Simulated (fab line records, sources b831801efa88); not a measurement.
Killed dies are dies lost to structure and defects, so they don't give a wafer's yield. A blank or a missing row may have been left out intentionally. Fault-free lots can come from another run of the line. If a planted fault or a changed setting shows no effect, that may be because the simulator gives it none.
A struck lot beside a sound one :: flow sfq-line :: 14 out of 325 route steps
Sound: these wafers, L748.2, L748.4, L748.5. The struck wafers were L761.2, L761.4, L761.6. Last of all comes the cause.
Each step with rows lists, per side, the tool, then ch with its chambers, then its first start. Under that, the readings that differ: sound wafers :: struck wafers :: difference of the means :: sigmas: that difference in standard deviations of wafers without a fault.
alike: readings with means less than 2 such deviations apart, plus words and numbers identical on both sides. not compared: withheld readings, readings lacking a value on some wafer, bounds such as >300 that could conceal the same value, and numbers that have no deviation in the record and whose values overlap.
The two part at a step that has a row with sigmas, a row that says differs or no value, or rows on one side only. Non-overlapping numbers with no deviation appear without sigmas and do not part them. A reading missing from all wafers of one side parts the sides only when that side holds two or more wafers.

first, 3 steps without rows for these wafers: SFQ_TRILAYER_I5_LITHO_EXPOSE_145 (exposes mask I5, target cd 700 nm); SFQ_TRILAYER_I5_LITHO_PEB_147 (peb time 60 s); SFQ_TRILAYER_I5_LITHO_DEVELOP_146 (time 60 s).
SFQ_I5_OVL_MEAS_936:
  sound on overlay-02 at day 60 17:26; struck on overlay-01 at day 71 22:58
reading: I5_OVL (nm)
sound: 16 16 9
struck: -2 3 -3
difference: -14
sigmas: -2
SFQ_TRILAYER_I5_BARC_OPEN_VIA_ETCH_200: etches BARC in O2, target depth 125 nm, time 41.7 s.
  sound on rie-diel-01 ch 0,3, day 60 17:28; struck on rie-diel-04 ch 1,3, day 71 23:00
  alike: drypump-motor-current-A, oes-product-au
  not compared: rf-hours-counter-h
SFQ_TRILAYER_I5_ETCH_VIA_ETCH_147: etches the open film in CHF3, stops on Nb, target depth 360 nm.
  sound on rie-diel-01 ch 0,3, day 60 17:31; struck on rie-diel-04 ch 1,3, day 71 23:02
  alike: drypump-motor-current-A, oes-product-au
SFQ_TRILAYER_I5_STRIP_STRIP_148: strips in O2.
  sound on rie-metal-02 ch 0,1, day 60 17:40; struck on rie-metal-03 ch 0,1, day 71 23:11
  alike: drypump-motor-current-A, he-backside-leak-sccm, oes-product-au
  not compared: rf-hours-counter-h
then, 5 steps without rows for these wafers: SFQ_TRILAYER_I5_STRIP_SOLV_CLEAN_149 (cleans in NMP, time 600 s); SFQ_TRILAYER_C5_LITHO_COAT_156 (resist thk 62 nm); SFQ_TRILAYER_C5_LITHO_COAT_151 (resist thk 650 nm); SFQ_TRILAYER_C5_LITHO_SOFTBAKE_155; SFQ_TRILAYER_C5_LITHO_EXPOSE_152 (exposes mask C5, target cd 500 nm).
-- the record jumps here: 5 days lie between the struck wafers' starts before and after --
SFQ_TRILAYER_C5_LITHO_PEB_154: peb time 60 s.
  struck on litho-track-03, day 76 13:05; sound on litho-track-03 ch 0, day 60 20:25
  no value came back on the struck wafers for chill-plate-temp-C (C), exhaust-pa (Pa); on the sound wafers chill-plate-temp-C (C) reads 22.96 22.98 22.90
then, 1 step without rows for these wafers: SFQ_TRILAYER_C5_LITHO_DEVELOP_153 (time 60 s).

== WHERE THEY PART ==
Earliest at SFQ_I5_OVL_MEAS_936; latest, in this record, at SFQ_TRILAYER_C5_LITHO_PEB_154.

WHY: what the simulator had put in
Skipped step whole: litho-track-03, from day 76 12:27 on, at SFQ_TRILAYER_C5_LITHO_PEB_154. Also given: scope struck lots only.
